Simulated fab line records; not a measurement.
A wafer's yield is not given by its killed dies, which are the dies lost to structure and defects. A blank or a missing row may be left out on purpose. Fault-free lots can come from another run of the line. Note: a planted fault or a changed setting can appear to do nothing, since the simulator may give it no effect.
fab line records ; flow sky130
[record] lots = 13; wafers = 39; last-day = 51
route steps=708 shown FIELD_ISO@4 VT_ADJUST_HVTP@92 VIA1@473 METAL3@535 PAD_OPEN@708
lots with no fault: from the same line, run without faults
start-h: hours from the record's opening day to when the first of the lot's shown wafers began ; wait-h: hours elapsed since this lot's preceding step ; " as in the row above ; L1.1+2: a row that stands for several wafers ; - no value, or no start was given ; * or withheld: withheld ; < > ~ a bound
route shown NAME@n: names a module that has steps shown in the file, with the first one's number in the route ; usual: mean/standard deviation of fault-free wafers ; same: alike in all rows ; chamber/n: place in a boat ; sites: per-site readings ; _std_site: their standard deviation ; _edge_site: the outer-site mean with the inner-site mean subtracted ; radius-mm: how far each site lies from the wafer's centre ; mask NAME#n: copy n ; behind: tool/chamber where the wafer was last shaped ; hold: what put the lot on hold/how long, in hours/how the hold closed ; device: which transistor (n, p or np) failed to switch ; end of line: tests of these same wafers at the route's end ; a step with no rows: only its recipe ; killed: at the first sort, the dies lost to defects and structure; wafer yield is something else ; map: per-die view of a wafer (x killed, . not killed, _ where there is no die)
set.NAME: the run value of the setting; set.NAME@STEP: its run value at that earlier step ; model.NAME: the simulator's own value behind a step, which no gauge read
steps of the route over a sample of lots; a table a step, a row a wafer
services: the hour from which a tool's chamber was out of use, counted from the record's first day as start-h (under 0 if before that day), plus the number of hours and why
[[steps]]
[step SKY_FIELD_ISO_CVD_03]
[recipe] material = Si3N4; precursor = DCS/NH3; target-thk-nm = 165; temp-c = 770; time-s = 2830; pressure-mtorr = 250
[usual] pressure-mtorr = 249.9/0.5; spike-tc-bottom-C = 786.0/1.7
lot.wafer;tool;chamber;start-h;wait-h;pressure-mtorr;spike-tc-bottom-C
L115.3;lpcvd-02;0;21.69;0.0;249.3;785.5
L115.4;lpcvd-02;0;21.69;0.0;250.6;785.1
L115.6;lpcvd-02;0;21.69;0.0;249.7;785.4
L116.1;lpcvd-02;0;28.96;1.0;249.6;785.9
L116.2;lpcvd-02;0;28.96;1.0;249.9;784.5
L116.6;lpcvd-02;0;28.96;1.0;250.7;785.0
L117.1;lpcvd-02;1;33.76;1.7;250.2;786.1
L117.2;lpcvd-02;1;33.76;1.7;250.7;790.0
L117.5;lpcvd-02;1;33.76;1.7;249.8;787.8
L118.1;lpcvd-02;0;38.84;1.1;250.0;784.2
L118.3;lpcvd-02;0;38.84;1.1;249.9;784.9
L118.5;lpcvd-02;0;38.84;1.1;249.4;784.3
L119.1;lpcvd-02;1;42.88;0.6;249.4;786.6
L119.2;lpcvd-02;1;42.88;0.6;249.4;787.3
L119.6;lpcvd-02;1;42.88;0.6;250.1;786.9
L120.1;lpcvd-02;0;46.69;0.1;250.0;785.4
L120.3;lpcvd-02;0;46.69;0.1;250.0;785.2
L120.5;lpcvd-02;0;46.69;0.1;250.4;784.7
L121.2;lpcvd-02;0;52.61;1.0;250.0;785.2
L121.5;lpcvd-02;0;52.61;1.0;249.3;784.4
L121.6;lpcvd-02;0;52.61;1.0;249.4;784.3
L124.2;lpcvd-02;0;68.49;0.3;250.2;785.1
L124.3;lpcvd-02;0;68.49;0.3;250.8;783.6
L124.5;lpcvd-02;0;68.49;0.3;250.1;782.9
L125.1;lpcvd-02;1;72.35;0.1;249.4;788.3
L125.4;lpcvd-02;1;72.35;0.1;249.8;788.3
L125.5;lpcvd-02;1;72.35;0.1;249.6;787.6
L133.1;lpcvd-02;1;111.83;0.1;249.9;787.8
L133.2;lpcvd-02;1;111.83;0.1;250.3;786.7
L133.4;lpcvd-02;1;111.83;0.1;250.2;786.8
L134.2;lpcvd-02;0;117.71;0.0;-;-
L134.5;lpcvd-02;0;117.71;0.0;-;-
L134.6;lpcvd-02;0;117.71;0.0;-;-
L135.1;lpcvd-02;0;124.59;0.3;-;-
L135.3;lpcvd-02;0;124.59;0.3;-;-
L135.5;lpcvd-02;0;124.59;0.3;-;-
L136.1;lpcvd-02;0;158.09;24.1;249.0;784.1
L136.2;lpcvd-02;0;158.09;24.1;250.1;784.2
L136.4;lpcvd-02;0;158.09;24.1;250.0;785.7
[step SKY_FIELD_ISO_THK_MEAS_23]
[recipe] reads = SiO2_of_FIELD_ISO_OXIDATION_22
[usual] FIELD_ISO_OXIDATION_01_THK = 10.07/0.22
lot.wafer;tool;chamber;start-h;wait-h;FIELD_ISO_OXIDATION_01_THK[nm]
L115.3;film-metro-03;-;40.82;0.0;9.48
L115.4;film-metro-03;-;40.82;0.0;9.58
L115.6;film-metro-03;-;40.82;0.0;9.38
L116.1;film-metro-03;-;47.82;0.0;10.02
L116.2;film-metro-03;-;47.82;0.0;10.05
L116.6;film-metro-03;-;47.82;0.0;10.17
L117.1;film-metro-03;-;54.13;0.0;9.90
L117.2;film-metro-03;-;54.13;0.0;10.02
L117.5;film-metro-03;-;54.13;0.0;10.13
L118.1;film-metro-02;-;60.04;0.0;9.78
L118.3;film-metro-02;-;60.04;0.0;9.74
L118.5;film-metro-02;-;60.04;0.0;9.60
L119.1;film-metro-01;-;62.80;0.0;9.76
L119.2;film-metro-01;-;62.80;0.0;9.80
L119.6;film-metro-01;-;62.80;0.0;9.73
L120.1;film-metro-02;-;66.62;0.0;10.01
L120.3;film-metro-02;-;66.62;0.0;9.93
L120.5;film-metro-02;-;66.62;0.0;10.18
L121.2;film-metro-02;-;72.86;0.0;9.93
L121.5;film-metro-02;-;72.86;0.0;10.02
L121.6;film-metro-02;-;72.86;0.0;9.91
L124.2;film-metro-01;-;89.48;0.0;10.10
L124.3;film-metro-01;-;89.48;0.0;9.93
L124.5;film-metro-01;-;89.48;0.0;10.14
L125.1;film-metro-03;-;95.15;0.0;10.15
L125.4;film-metro-03;-;95.15;0.0;10.24
L125.5;film-metro-03;-;95.15;0.0;10.34
L133.1;film-metro-03;-;140.80;0.0;10.16
L133.2;film-metro-03;-;140.80;0.0;10.16
L133.4;film-metro-03;-;140.80;0.0;10.26
L134.2;film-metro-01;-;140.87;0.1;-
L134.5;film-metro-01;-;140.87;0.1;-
L134.6;film-metro-01;-;140.87;0.1;-
L135.1;film-metro-01;-;149.76;0.0;-
L135.3;film-metro-01;-;149.76;0.0;-
L135.5;film-metro-01;-;149.76;0.0;-
L136.1;film-metro-02;-;182.81;0.0;9.96
L136.2;film-metro-02;-;182.81;0.0;9.88
L136.4;film-metro-02;-;182.81;0.0;9.81
[step SKY_VT_ADJUST_HVTP_CD_MEAS_07]
[recipe] target-cd-nm = 380
[usual] cd-nm = 379.4/2.9
lot.wafer;tool;chamber;start-h;wait-h;cd-nm
L115.3;cd-sem-02;-;133.81;0.1;385.8
L115.4;cd-sem-02;-;133.81;0.1;383.1
L115.6;cd-sem-02;-;133.81;0.1;384.6
L116.1;cd-sem-02;-;140.39;0.1;378.5
L116.2;cd-sem-02;-;140.39;0.1;378.0
L116.6;cd-sem-02;-;140.39;0.1;374.7
L117.1;cd-sem-02;-;148.92;0.1;375.0
L117.2;cd-sem-02;-;148.92;0.1;373.3
L117.5;cd-sem-02;-;148.92;0.1;375.6
L118.1;cd-sem-01;-;153.12;0.1;381.3
L118.3;cd-sem-01;-;153.12;0.1;380.8
L118.5;cd-sem-01;-;153.12;0.1;381.3
L119.1;cd-sem-01;-;157.07;0.1;381.7
L119.2;cd-sem-01;-;157.07;0.1;384.8
L119.6;cd-sem-01;-;157.07;0.1;382.2
L120.1;cd-sem-02;-;159.27;0.1;381.3
L120.3;cd-sem-02;-;159.27;0.1;385.0
L120.5;cd-sem-02;-;159.27;0.1;385.1
L121.2;cd-sem-02;-;166.19;0.1;375.2
L121.5;cd-sem-02;-;166.19;0.1;379.0
L121.6;cd-sem-02;-;166.19;0.1;373.8
L124.2;cd-sem-01;-;187.71;0.1;377.9
L124.3;cd-sem-01;-;187.71;0.1;377.9
L124.5;cd-sem-01;-;187.71;0.1;377.5
L125.1;cd-sem-01;-;194.74;0.2;379.8
L125.4;cd-sem-01;-;194.74;0.2;378.0
L125.5;cd-sem-01;-;194.74;0.2;379.2
L133.1;cd-sem-02;-;261.77;0.1;377.9
L133.2;cd-sem-02;-;261.77;0.1;378.1
L133.4;cd-sem-02;-;261.77;0.1;377.9
L136.1;cd-sem-01;-;303.89;0.1;375.1
L136.2;cd-sem-01;-;303.89;0.1;376.1
L136.4;cd-sem-01;-;303.89;0.1;373.1
[step SKY_VIA1_ETCH_15]
[recipe] target = SiO2; chemistry = C4F8/O2/Ar; target-depth-nm = 351; stop-on = TiN; mask-material = KrF-thick; source-w = 1500; bias-w = 1200; pressure-mtorr = 40; c4f8-flow-sccm = withheld; O2_flow_sccm = 6; Ar_flow_sccm = 300; time-s = 54
[usual] oes-product-au = 0.981/0.0066
lot.wafer;tool;chamber;start-h;wait-h;oes-product-au;rf-hours-counter-h
L115.3;rie-diel-04;0;787.86;0.0;0.981;7
L115.4;rie-diel-04;2;787.86;0.0;0.987;9
L115.6;rie-diel-04;1;787.86;0.0;0.985;-
L116.1;rie-diel-03;2;808.25;0.0;0.981;2
L116.2;rie-diel-03;1;808.25;0.0;0.982;19
L116.6;rie-diel-03;0;808.25;0.0;0.989;-
L117.1;rie-diel-03;1;818.46;0.0;0.982;19
L117.2;rie-diel-03;3;818.46;0.0;0.987;0
L117.5;rie-diel-03;1;818.46;0.0;0.981;-
L118.1;rie-diel-02;1;828.87;0.0;0.986;2
L118.3;rie-diel-02;2;828.87;0.0;0.967;18
L118.5;rie-diel-02;3;828.87;0.0;0.985;-
L119.1;rie-diel-03;0;830.85;0.0;0.980;6
L119.2;rie-diel-03;1;830.85;0.0;0.974;20
L119.6;rie-diel-03;3;830.85;0.0;0.982;-
L120.1;rie-diel-03;2;842.71;0.0;0.977;3
L120.3;rie-diel-03;1;842.71;0.0;0.980;20
L120.5;rie-diel-03;3;842.71;0.0;0.988;-
L121.2;rie-diel-02;1;844.16;0.0;0.980;2
L121.5;rie-diel-02;0;844.16;0.0;0.979;-
L121.6;rie-diel-02;3;844.16;0.0;0.979;-
L124.2;rie-diel-04;2;868.92;0.0;0.977;12
L124.3;rie-diel-04;3;868.92;0.0;0.988;9
L124.5;rie-diel-04;2;868.92;0.0;0.992;-
L125.1;rie-diel-02;0;878.95;0.0;0.966;8
L125.4;rie-diel-02;1;878.95;0.0;0.982;3
L125.5;rie-diel-02;0;878.95;0.0;0.973;-
L133.1;rie-diel-02;0;957.55;0.0;0.974;10
L133.2;rie-diel-02;1;957.55;0.0;0.981;5
L133.4;rie-diel-02;1;957.55;0.0;0.980;-
L136.1;rie-diel-02;3;995.52;0.0;0.978;11
L136.2;rie-diel-02;1;995.52;0.0;0.984;7
L136.4;rie-diel-02;0;995.52;0.0;0.967;12
[step SKY_METAL3_SPUTTER_03]
[recipe] material = Ti; target-thk-nm = 5; power-w = 3000; time-s = 3.3; chamber-pressure-pa = 0.4
[usual] cathode-dc-power-W = 3000.0/0.56; throttle-valve-pct = 30.0/1.1
lot.wafer;tool;chamber;start-h;wait-h;cathode-dc-power-W;throttle-valve-pct
L115.3;pvd-sputter-04;-;844.66;0.0;3000.3;30.4
L115.4;pvd-sputter-04;-;844.66;0.0;2999.8;29.7
L115.6;pvd-sputter-04;-;844.66;0.0;3000.9;29.0
L116.1;pvd-sputter-01;-;866.79;0.0;2999.1;27.7
L116.2;pvd-sputter-01;-;866.79;0.0;2998.9;30.5
L116.6;pvd-sputter-01;-;866.79;0.0;3001.5;30.5
L117.1;pvd-sputter-01;-;875.40;0.0;3000.1;31.1
L117.2;pvd-sputter-01;-;875.40;0.0;3000.0;31.8
L117.5;pvd-sputter-01;-;875.40;0.0;2999.9;28.2
L118.1;pvd-sputter-01;-;885.74;0.0;2999.5;31.6
L118.3;pvd-sputter-01;-;885.74;0.0;2999.7;27.9
L118.5;pvd-sputter-01;-;885.74;0.0;3000.2;31.2
L119.1;pvd-sputter-02;-;886.94;0.0;3000.2;29.3
L119.2;pvd-sputter-02;-;886.94;0.0;3000.3;28.8
L119.6;pvd-sputter-02;-;886.94;0.0;2999.6;29.6
L120.1;pvd-sputter-02;-;899.87;0.0;2999.5;29.6
L120.3;pvd-sputter-02;-;899.87;0.0;3000.3;30.4
L120.5;pvd-sputter-02;-;899.87;0.0;3001.0;30.5
L121.2;pvd-sputter-04;-;901.02;0.0;3000.3;30.9
L121.5;pvd-sputter-04;-;901.02;0.0;3000.9;30.7
L121.6;pvd-sputter-04;-;901.02;0.0;3000.0;29.6
L124.2;pvd-sputter-01;-;924.87;0.0;3000.5;30.4
L124.3;pvd-sputter-01;-;924.87;0.0;3000.6;27.9
L124.5;pvd-sputter-01;-;924.87;0.0;3000.5;31.9
L125.1;pvd-sputter-04;-;935.63;0.0;3000.9;31.0
L125.4;pvd-sputter-04;-;935.63;0.0;3000.3;29.4
L125.5;pvd-sputter-04;-;935.63;0.0;2999.5;29.0
L133.1;pvd-sputter-04;-;1010.01;0.0;3000.1;29.4
L133.2;pvd-sputter-04;-;1010.01;0.0;3000.1;30.5
L133.4;pvd-sputter-04;-;1010.01;0.0;3000.6;30.2
L136.1;pvd-sputter-02;-;1044.60;0.0;2999.6;30.0
L136.2;pvd-sputter-02;-;1044.60;0.0;3000.1;28.7
L136.4;pvd-sputter-02;-;1044.60;0.0;2999.6;30.6
[step SKY_PAD_OPEN_PROBE_99]
[usual] killed_at_M0_to_M3 = 44/7.2; killed_at_M4_up = 3.1/1.7; killed-at-contacts = 24/5.2; killed-at-front-end = 15/4.1; killed-at-other = 0.3/0.61; killed-dies = 87/10; killed-on-rim = 17/3.8; killed-open = 48/7.5; killed-short = 39/6.6
[same] gross-dies = 492; killed-at-back-side = 0
lot.wafer;tool;chamber;start-h;wait-h;killed_at_M0_to_M3;killed_at_M4_up;killed-at-contacts;killed-at-front-end;killed-at-other;killed-dies;killed-on-rim;killed-open;killed-short
L125.1;prober-01;-;1144.06;0.1;36;1;22;15;0;74;10;44;30
L125.4;prober-01;-;1144.21;0.2;58;5;24;16;0;103;18;49;53
L125.5;prober-01;-;1144.26;0.2;45;2;30;19;0;96;19;52;44
L134.2;prober-01;-;1196.14;0.1;65;3;25;398;1;492;96;54;56
L134.5;prober-01;-;1196.29;0.2;37;7;23;425;0;492;96;52;35
L134.6;prober-01;-;1196.34;0.2;46;1;30;415;0;492;96;53;39
L135.1;prober-01;-;1197.59;0.1;42;3;27;418;2;492;96;45;40
L135.3;prober-01;-;1197.69;0.2;40;4;27;419;2;492;96;43;42
L135.5;prober-01;-;1197.79;0.2;41;6;26;419;0;492;96;43;47
// killed by level:class
L125.1 CONTACT:geometric-particle:open=13 VIA1:geometric-particle:open=10 VIA1:geometric-particle:short=5 VIA2:geometric-particle:open=5 FIELD_ISO:geometric-particle:open=4 POLY_GATE:geometric-particle:short=4 CONTACT:geometric-particle:short=4 VIA3:geometric-particle:open=4
L125.4 VIA1:geometric-particle:open=13 CONTACT:geometric-particle:open=9 METAL1:geometric-particle:short=9 FIELD_ISO:geometric-particle:short=7 LI_CONTACT:geometric-particle:open=7 VIA1:geometric-particle:short=7 METAL2:geometric-particle:short=7 VIA3:geometric-particle:open=6
L125.5 VIA1:geometric-particle:open=14 CONTACT:geometric-particle:open=9 CONTACT:geometric-particle:short=7 METAL1:geometric-particle:short=7 VIA3:geometric-particle:open=7 FIELD_ISO:geometric-particle:open=5 POLY_GATE:geometric-particle:short=5 LI_CONTACT:geometric-particle:open=5
L134.2 FIELD_ISO:area-cvd=382 VIA1:geometric-particle:open=11 VIA2:geometric-particle:open=10 METAL1:geometric-particle:short=9 VIA1:geometric-particle:short=9 LOCAL_INTERCONNECT:geometric-particle:short=8 VIA3:geometric-particle:open=8 CONTACT:geometric-particle:open=7
L134.5 FIELD_ISO:area-cvd=405 VIA1:geometric-particle:open=12 CONTACT:geometric-particle:open=9 POLY_GATE:geometric-particle:open=7 FIELD_ISO:geometric-particle:open=6 METAL4:geometric-particle:short=6 LI_CONTACT:geometric-particle:open=5 LOCAL_INTERCONNECT:geometric-particle:short=5
L134.6 FIELD_ISO:area-cvd=400 VIA1:geometric-particle:open=12 CONTACT:geometric-particle:short=10 VIA2:geometric-particle:open=9 POLY_GATE:geometric-particle:open=6 CONTACT:geometric-particle:open=6 LI_CONTACT:geometric-particle:open=6 LOCAL_INTERCONNECT:geometric-particle:short=5
L135.1 FIELD_ISO:area-cvd=405 VIA1:geometric-particle:open=14 LI_CONTACT:geometric-particle:open=9 CONTACT:geometric-particle:open=8 METAL2:geometric-particle:short=7 FIELD_ISO:geometric-particle:short=5 LOCAL_INTERCONNECT:geometric-particle:short=5 VIA2:geometric-particle:open=5
L135.3 FIELD_ISO:area-cvd=406 METAL1:geometric-particle:short=10 CONTACT:geometric-particle:open=10 VIA1:geometric-particle:open=10 POLY_GATE:geometric-particle:open=6 LI_CONTACT:geometric-particle:open=5 CONTACT:geometric-particle:short=5 METAL2:geometric-particle:short=4
L135.5 FIELD_ISO:area-cvd=402 CONTACT:geometric-particle:open=12 VIA1:geometric-particle:open=8 METAL2:geometric-particle:short=7 FIELD_ISO:geometric-particle:short=6 CONTACT:geometric-particle:short=6 METAL1:geometric-particle:short=6 FIELD_ISO:geometric-particle:open=5
[[services]]
tool;chamber;start-h;hours;kind
rie-diel-02;0;23.28;4.2;repair
lpcvd-02;-;126.37;28.1;pm
rie-diel-02;3;155.54;3.6;repair
rie-diel-02;-;315.82;2.8;pm
rie-diel-02;-;318.57;14.6;pm
rie-diel-02;2;334.31;3.6;repair
lpcvd-02;-;361.56;0.4;repair
lpcvd-02;-;385.70;0.6;repair
rie-diel-02;2;488.00;9.5;repair
rie-diel-02;-;520.40;0.5;repair
rie-diel-02;1;527.49;3.1;repair
rie-diel-02;3;536.54;5.0;repair
rie-diel-02;2;613.21;47.4;repair
rie-diel-02;-;635.45;0.9;repair
rie-diel-02;3;638.18;1.3;repair
rie-diel-02;3;667.20;1.8;repair
rie-diel-02;-;667.82;0.4;repair
rie-diel-02;3;696.50;7.9;repair
rie-diel-02;-;730.78;0.5;repair
rie-diel-02;-;757.52;1.9;repair
lpcvd-02;-;782.82;6.0;pm
rie-diel-02;0;872.48;1.3;repair
rie-diel-02;1;881.13;3.4;repair
lpcvd-02;-;881.53;2.8;pm
[[key]]
[first-sign] step = SKY_FIELD_ISO_CVD_03; reading = tool-record; direction = missing
[effect] step = SKY_FIELD_ISO_THK_MEAS_23; reading = FIELD_ISO_OXIDATION_01_THK; direction = missing
[effect] step = SKY_PAD_OPEN_PROBE_99; reading = killed-at-front-end; direction = up; sigmas = 98; usual = 15; struck = 416
[more-kills-born-at] SKY_FIELD_ISO_CVD_03@lpcvd-02 = 2388
met-at SKY_FIELD_ISO_CVD_03
struck-lots L134,L135
later-rows-left-out L134.2,L134.5,L134.6,L135.1,L135.3,L135.5
tester-left-out L134,L135
not-acting-at SKY_VT_ADJUST_HVTP_CD_MEAS_07,SKY_VIA1_ETCH_15,SKY_METAL3_SPUTTER_03
onset-between 111.83 117.71
[fault] kind = skipped-step-whole; tool = lpcvd-02; chamber = -; onset-h = 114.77; steps = SKY_FIELD_ISO_CVD_03; scope = struck-lots-only
// tester-left-out: of these lots the tester's yield and bins aren't shown, on N5 and GAA mostly nor the transistor test; their killed dies are dies lost to structure and defects alone, not to doping, threshold or leakage, so they don't give the yield
// later-rows-left-out: the simulator's readings of these wafers behind a module that went badly wrong aren't trusted and aren't shown, but for the sort
